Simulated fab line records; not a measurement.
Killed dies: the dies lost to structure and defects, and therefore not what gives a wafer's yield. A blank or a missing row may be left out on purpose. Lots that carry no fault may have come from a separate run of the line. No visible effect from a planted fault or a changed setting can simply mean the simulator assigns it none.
The tool behind it: which one? ; flow sky130 ; 27 wafers from 9 lots sampled at 6 of the route's 708 steps

## WHAT THE GAUGES SHOWED, per wafer
SKY_VIA2_OVL_MEAS_13.
lot;measured;on;VIA2_OVL (nm)
L398;day 37 11:13;overlay-02;-4 -5 -7
L399;day 37 11:55;overlay-02;-17 -13 -9
L403;day 38 15:01;overlay-01;1 4 -5
L411;day 41 01:49;overlay-02;2 5 4
L413;day 41 04:47;overlay-02;-4 -3 3
L412;day 41 04:23;overlay-02;-4 6 -1
L415;day 41 20:47;overlay-01;0 0 0
L418;day 42 06:10;overlay-01;12 0 -2
L420;day 42 22:31;overlay-01;-9 -7 -3

SKY_CAPM_RS_MEAS_03: the measuring method here is four-point-probe.
lot;measured;on;CAPM_TIN_RS (ohm/sq)
L398;day 37 12:58;film-metro-02;6.84 6.84 6.83
L399;day 37 13:40;film-metro-02;6.89 6.84 6.88
L403;day 38 16:46;film-metro-03;6.80 6.87 6.85
L411;day 41 03:35;film-metro-02;5.94 6.79 6.03
L413;day 41 06:37;film-metro-03;6.95 6.94 6.91
L412;day 41 06:16;film-metro-04;6.91 6.94 6.91
L415;day 41 22:34;film-metro-02;6.97 6.96 6.88
L418;day 42 07:56;film-metro-03;6.83 6.86 6.85
L420;day 43 00:17;film-metro-04;6.95 6.98 6.95

SKY_CAPM_THK_MEAS_04: measures by xrf.
lot;measured;on;CAPM_TIN_THK (nm)
L398;day 37 13:05;film-metro-02;205.3 204.8 204.3
L399;day 37 13:47;film-metro-02;204.0 204.3 203.4
L403;day 38 16:53;film-metro-03;203.3 201.8 202.3
L411;day 41 03:42;film-metro-02;234.9 206.5 231.4
L413;day 41 06:43;film-metro-03;199.3 200.0 199.9
L412;day 41 06:22;film-metro-04;202.0 200.6 201.7
L415;day 41 22:40;film-metro-02;201.0 201.4 203.5
L418;day 42 08:03;film-metro-03;204.0 202.7 204.4
L420;day 43 00:24;film-metro-04;199.0 198.1 198.4

## TOOL THAT RAN EACH LOT (tool first, then ch and the chambers of the sampled wafers, then the start)
lot;SKY_METAL1_DESCUM_17;SKY_METAL1_METAL_ETCH_19;SKY_CAPM_SPUTTER_02
L398;rie-metal-04 ch 0, day 33 23:16;rie-metal-04 ch 0, day 33 23:27;pvd-sputter-01, day 37 12:51
L399;rie-metal-01 ch 0,1, day 34 00:06;rie-metal-01 ch 0,1, day 34 00:11;pvd-sputter-04, day 37 13:34
L403;rie-metal-03 ch 0,1, day 35 05:27;rie-metal-03 ch 0,1, day 35 05:32;pvd-sputter-01, day 38 16:40
L411;rie-metal-01 ch 0, day 37 19:40;rie-metal-01 ch 0, day 37 19:51;pvd-sputter-01, day 41 03:28
L413;rie-metal-01 ch 0, day 37 21:17;rie-metal-01 ch 0, day 37 21:31;pvd-sputter-04, day 41 06:27
L412;rie-metal-03 ch 0,1, day 37 21:37;rie-metal-03 ch 0,1, day 37 21:42;pvd-sputter-04, day 41 06:08
L415;rie-metal-01 ch 0, day 38 16:29;rie-metal-01 ch 0, day 38 16:43;pvd-sputter-04, day 41 22:25
L418;rie-metal-01 ch 0, day 39 02:37;rie-metal-01 ch 0, day 39 02:42;pvd-sputter-03, day 42 07:49
L420;rie-metal-03 ch 0,1, day 39 19:04;rie-metal-03 ch 0,1, day 39 19:09;pvd-sputter-04, day 43 00:10
- SKY_METAL1_DESCUM_17: chemistry O2, time 8 s.
- SKY_METAL1_METAL_ETCH_19: etches the open film in Cl2/BCl3, stops on SiO2, target depth 360 nm, time 78 s.
- SKY_CAPM_SPUTTER_02: material TiN, target thk 200 nm, time 166.7 s.

## AS READ BY THE TOOLS THEMSELVES (means over the sampled wafers that have a number; for cases with no such wafer, the mark the record gives instead)
SKY_METAL1_DESCUM_17.
lot;tool;drypump-motor-current-A (A);he-backside-leak-sccm (sccm);oes-product-au (a.u.);temp-c (C)
L398;rie-metal-04;5.74;3.17;0.983;39.94
L399;rie-metal-01;5.97;3.44;0.992;40.00
L403;rie-metal-03;6.02;3.29;1.010;40.12
L411;rie-metal-01;5.96;3.49;0.990;40.06
L413;rie-metal-01;6.01;3.62;0.990;40.04
L412;rie-metal-03;6.20;3.31;0.997;39.99
L415;rie-metal-01;5.97;3.68;0.998;39.86
L418;rie-metal-01;6.00;3.33;0.994;40.05
L420;rie-metal-03;6.02;3.34;0.994;40.01

SKY_METAL1_METAL_ETCH_19.
lot;tool;bias-w (W);drypump-motor-current-A (A);he-backside-leak-sccm (sccm);oes-product-au (a.u.);throttle-valve-pct (%)
L398;rie-metal-04;48.49;5.73;3.09;0.857;22.258
L399;rie-metal-01;48.47;5.97;3.34;0.859;22.262
L403;rie-metal-03;48.46;6.01;3.34;0.849;22.273
L411;rie-metal-01;48.51;5.98;3.47;0.854;22.267
L413;rie-metal-01;48.25;5.98;3.61;0.860;22.268
L412;rie-metal-03;48.53;6.21;3.33;0.857;22.261
L415;rie-metal-01;48.60;5.97;3.36;0.853;22.267
L418;rie-metal-01;48.49;6.02;3.48;0.847;22.266
L420;rie-metal-03;48.63;6.00;3.28;0.850;22.266

SKY_CAPM_SPUTTER_02.
lot;tool;chamber-pressure-pa (Pa);throttle-valve-pct (%)
L398;pvd-sputter-01;0.4001;29.4
L399;pvd-sputter-04;0.4002;30.1
L403;pvd-sputter-01;0.4007;29.5
L411;pvd-sputter-01;0.3995;29.3
L413;pvd-sputter-04;0.4001;30.3
L412;pvd-sputter-04;0.3999;30.3
L415;pvd-sputter-04;0.4001;30.1
L418;pvd-sputter-03;0.4006;30.3
L420;pvd-sputter-04;0.3996;30.2

## THE ANSWER, worked out from the rows above alone
Rule: usual is defined by the lots themselves. The widest of any qualifying gaps counts: lots, ordered by their means at a reading, are off when they make up no more than a third of the lots, leave a main group of 4 or more, and stand apart from it by 3 or more times the standard deviation of that group's means. Not used: any main group whose means are identical at the precision the tables above print for the reading. Also off: a lot with no number at a reading for which 4 or more lots have one. Any other lot the step has rows for is counted as sound. The gauges are gone through in route order, then the tools' own readings, and for those a lot's mean is taken as printed above. At the first step where some lot is off, the reading lying furthest off is the one used; lots without a number count as furthest.
Off: L411, seen at SKY_CAPM_RS_MEAS_03 (CAPM_TIN_RS). Main group: mean 6.89 ohm/sq, sd 0.047.
A tool fits if, at a process step before that reading, it ran every lot that is off, and no sound lot after the first of them. Not tried: the gauges at SKY_CAPM_RS_MEAS_03; whatever is off there is also off at SKY_CAPM_SPUTTER_02, on other tools, and gauge error can't account for it. One candidate fits, namely pvd-sputter-01 at SKY_CAPM_SPUTTER_02. A fault onset in the window from L403 (day 38 16:40, its last sound lot) to L411 (day 41 03:28, its first lot off) fits.

## WHAT THE SIMULATOR HAD PUT IN
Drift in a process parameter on pvd-sputter-01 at SKY_CAPM_SPUTTER_02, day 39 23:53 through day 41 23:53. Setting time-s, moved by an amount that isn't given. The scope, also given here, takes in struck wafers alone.
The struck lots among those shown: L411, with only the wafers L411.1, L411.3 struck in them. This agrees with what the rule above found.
